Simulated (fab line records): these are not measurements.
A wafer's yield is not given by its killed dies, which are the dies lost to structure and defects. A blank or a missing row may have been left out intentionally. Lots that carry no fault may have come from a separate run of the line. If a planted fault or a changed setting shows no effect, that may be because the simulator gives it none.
Struck lot and sound lot, side by side + flow sfq_line + 42 steps out of a route of 325
Sound: wafers L108.1, L108.2, L108.4. Wafers L118.2, L118.3, L118.5 were the ones struck. The cause is given at the end.
Per side, at each step with rows, come the tool, then ch with its chambers, and then its first start. Under that, the readings that differ: sound wafers + struck wafers + difference of the means + sigmas: that difference in standard deviations of wafers without a fault.
alike: words and numbers the same on both sides, and readings whose means are apart by under 2 such deviations; not compared: readings that were withheld, readings missing a value for some wafer, numbers with overlapping values and no deviation given by the record, and bounds like >300 which may hide the same value.
The two part at a step that has a row with sigmas, a row that says differs or no value, or rows on one side only. When numbers do not overlap yet have no deviation, they are printed without sigmas and do not part them. Lack of a reading on every wafer of one side parts them only where that side has two or more wafers.

first, 3 steps without rows for these wafers: SFQ_TRILAYER_R5_LITHO_EXPOSE_137 (exposes mask R5, target cd 500 nm); SFQ_TRILAYER_R5_LITHO_PEB_139 (peb time 60 s); SFQ_TRILAYER_R5_LITHO_DEVELOP_138 (time 60 s).
SFQ_R5_OVL_MEAS_935:
  sound on overlay-01 at day 57 09:05; struck on overlay-01 at day 64 11:45
  alike: R5_OVL
SFQ_TRILAYER_R5_BARC_OPEN_METAL_ETCH_177: etches BARC in O2, target depth 125 nm, time 41.7 s.
  sound on rie_metal-01 ch 0,1, day 57 09:08; struck on rie_metal-02 ch 0,1, day 64 11:47
  alike: drypump_motor_current_A, oes_product_au
  not compared: rf_hours_counter_h
then, 1 step without rows for these wafers: SFQ_TRILAYER_R5_ETCH_METAL_ETCH_139 (etches the open film in Cl2, stops on SiO2, target depth 60 nm, time 40 s).
SFQ_TRILAYER_R5_STRIP_STRIP_140: strips in O2.
  sound on rie_metal-01 ch 0,1, day 57 09:15; struck on rie_metal-02 ch 0,1, day 64 11:54
  alike: drypump_motor_current_A, oes_product_au, platen_temp_c
  not compared: rf_hours_counter_h
then, 5 steps without rows for these wafers: SFQ_TRILAYER_R5_STRIP_SOLV_CLEAN_141 (cleans in NMP, time 600 s); SFQ_TRILAYER_A5C_DEP_PECVD_142 (deposits SiO2 from SiH4/N2O, time 15.556 s, target thk 70 nm); SFQ_TRILAYER_I5_LITHO_COAT_149 (resist thk 62 nm); SFQ_TRILAYER_I5_LITHO_COAT_144 (resist thk 650 nm); SFQ_TRILAYER_I5_LITHO_SOFTBAKE_148.
-- the record jumps here: 4 days lie between the struck wafers' starts before and after --
SFQ_TRILAYER_I5_LITHO_EXPOSE_145: exposes mask I5, target cd 700 nm.
  sound on krf_scanner-02 ch 0, day 62 03:55; struck on krf_scanner-02 ch 0, day 68 20:01
| reading                    | sound                | struck            | difference | sigmas |
|----------------------------|----------------------|-------------------|------------|--------|
| model.I5.overlay_x_nm (nm) | -9.898 -9.898 -9.898 | 131.6 131.6 131.6 | +141.5     |        |
  alike: mask
then, 2 steps without rows for these wafers: SFQ_TRILAYER_I5_LITHO_PEB_147 (peb time 60 s); SFQ_TRILAYER_I5_LITHO_DEVELOP_146 (time 60 s).
SFQ_I5_OVL_MEAS_936:
  sound on overlay-02 at day 62 05:25; struck on overlay-01 at day 68 21:19
| reading     | sound    | struck      | difference | sigmas |
|-------------|----------|-------------|------------|--------|
| I5_OVL (nm) | -4 -4 -6 | 137 134 133 | +139       | +21    |
then, 1 step without rows for these wafers: SFQ_TRILAYER_I5_BARC_OPEN_VIA_ETCH_200 (etches BARC in O2, target depth 125 nm, time 41.7 s).
SFQ_TRILAYER_I5_ETCH_VIA_ETCH_147: etches the open film in CHF3, stops on Nb, target depth 360 nm.
  sound on rie_diel-02 ch 0,1,3, day 62 05:29; struck on rie_diel-01 ch 0,2, day 68 21:23
  alike: drypump_motor_current_A, oes_product_au
then, 8 steps without rows for these wafers: SFQ_TRILAYER_I5_STRIP_STRIP_148 (strips in O2); SFQ_TRILAYER_I5_STRIP_SOLV_CLEAN_149 (cleans in NMP, time 600 s); SFQ_TRILAYER_C5_LITHO_COAT_156 (resist thk 62 nm); SFQ_TRILAYER_C5_LITHO_COAT_151 (resist thk 650 nm); SFQ_TRILAYER_C5_LITHO_SOFTBAKE_155; SFQ_TRILAYER_C5_LITHO_EXPOSE_152 (exposes mask C5, target cd 500 nm); SFQ_TRILAYER_C5_LITHO_PEB_154 (peb time 60 s); SFQ_TRILAYER_C5_LITHO_DEVELOP_153 (time 60 s).
SFQ_C5_OVL_MEAS_937:
  sound on overlay-01 at day 62 12:57; struck on overlay-02 at day 69 04:16
  alike: C5_OVL
SFQ_TRILAYER_C5_BARC_OPEN_VIA_ETCH_210: etches BARC in O2, target depth 125 nm, time 41.7 s.
  sound on rie_diel-03 ch 0,2,3, day 62 12:59; struck on rie_diel-03 ch 1,3, day 69 04:18
  alike: drypump_motor_current_A, oes_product_au
  not compared: rf_hours_counter_h
then, 4 steps without rows for these wafers: SFQ_TRILAYER_C5_ETCH_VIA_ETCH_154 (etches SiO2 in CHF3, stops on Nb, target depth 84 nm); SFQ_TRILAYER_C5_STRIP_STRIP_155 (strips in O2); SFQ_TRILAYER_C5_STRIP_SOLV_CLEAN_156 (cleans in NMP, time 600 s); SFQ_TRILAYER_M6_DEP_PRE_CLEAN_158 (time 22.5 s).
SFQ_TRILAYER_M6_DEP_SPUTTER_157: material Nb, target thk 200 nm, time 133.3 s.
  sound on pvd_sputter-06 at day 62 13:52; struck on pvd_sputter-03 at day 69 05:11
  alike: substrate_temp_c, throttle_valve_pct
SFQ_M6_RS_MEAS_938: the measuring method here is four-point-probe.
  sound on film_metro-04 at day 62 13:58; struck on film_metro-04 at day 69 05:19
  alike: M6_NB_RS
then, 6 steps without rows for these wafers: SFQ_TRILAYER_M6_LITHO_COAT_164 (resist thk 62 nm); SFQ_TRILAYER_M6_LITHO_COAT_159 (resist thk 600 nm); SFQ_TRILAYER_M6_LITHO_SOFTBAKE_163; SFQ_TRILAYER_M6_LITHO_EXPOSE_160 (exposes mask M6, target cd 500 nm); SFQ_TRILAYER_M6_LITHO_PEB_162 (peb time 60 s); SFQ_TRILAYER_M6_LITHO_DEVELOP_161 (time 60 s).
SFQ_M6_OVL_MEAS_940:
  sound on overlay-01 at day 66 16:48; struck on overlay-01 at day 69 18:49
  alike: M6_OVL
-- the record jumps here: 14 days lie between the struck wafers' starts before and after (it left off in module M6 and takes up again in module M8, whose first step shown is number 325 of the route) --
SFQ_M8_BOW_MEAS_951:
  sound on film_metro-03 at day 79 21:45; struck on film_metro-04 at day 83 18:56
| reading                 | sound             | struck            | difference | sigmas |
|-------------------------|-------------------|-------------------|------------|--------|
| model.etest.i5.link_ohm | 2.261 2.248 2.265 | 2.323 2.316 2.303 | +0.056     |        |
  alike: M8_BOW

## WHERE THEY PART
Only at SFQ_I5_OVL_MEAS_936, as far as this record shows. Later steps at which nothing parts them and some readings are alike: SFQ_TRILAYER_I5_ETCH_VIA_ETCH_147, SFQ_C5_OVL_MEAS_937, SFQ_TRILAYER_C5_BARC_OPEN_VIA_ETCH_210, SFQ_TRILAYER_M6_DEP_SPUTTER_157, SFQ_M6_RS_MEAS_938, SFQ_M6_OVL_MEAS_940, SFQ_M8_BOW_MEAS_951.

WHY: what had been put in by the simulator
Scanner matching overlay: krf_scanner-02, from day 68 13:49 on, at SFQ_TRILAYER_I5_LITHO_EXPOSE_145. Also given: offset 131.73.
